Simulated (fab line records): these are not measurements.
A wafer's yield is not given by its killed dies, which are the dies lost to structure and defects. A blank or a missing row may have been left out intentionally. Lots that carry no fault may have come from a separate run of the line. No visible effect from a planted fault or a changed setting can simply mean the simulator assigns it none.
Which of the tools did it?    flow gf180mcu    route of 602 steps, sampled at 1 step: 12 lots, 36 wafers

WHAT THE GAUGES SHOWED, per wafer
GF_V3_OVL_MEAS_15.
lot   measured      on          V3_OVL (nm)
L075  day 23 00:55  overlay-01  -6 -2 5
L077  day 23 18:54  overlay-01  -3 -9 6
L079  day 24 02:14  overlay-01  5 12 2
L081  day 24 19:00  overlay-01  -7 0 -8
L083  day 25 12:15  overlay-02  7 -2 6
L085  day 26 04:48  overlay-02  -3 -6 -9
L087  day 26 20:52  overlay-01  4 -2 -4
L089  day 27 06:43  overlay-01  -7 1 -4
L091  day 27 22:55  overlay-01  -4 -2 -6
L093  day 28 14:26  overlay-01  8 5 11
L095  day 29 01:38  overlay-02  -2 8 -5
L097  day 29 20:50  overlay-02  -7 1 -3

WHAT TOOL EACH LOT RAN ON (gives the tool, then ch and the chambers of the sampled wafers, and finally the start)
The record holds no process step before these readings.

THE ANSWER, worked out from the rows above alone
Rule: the usual values come from the lots themselves. The widest of any qualifying gaps counts: lots, ordered by their means at a reading, are off when they make up no more than a third of the lots, leave a main group of 4 or more, and stand apart from it by 3 or more times the standard deviation of that group's means. A main group is skipped when, at the precision printed for the reading in the tables above, its means are all equal. A lot without any number at a reading at which 4 lots or more have one is off too. All remaining lots with rows at the step are treated as sound.
No lot is off at any reading shown: from this, nothing can be told.

WHAT HAD BEEN PUT IN BY THE SIMULATOR
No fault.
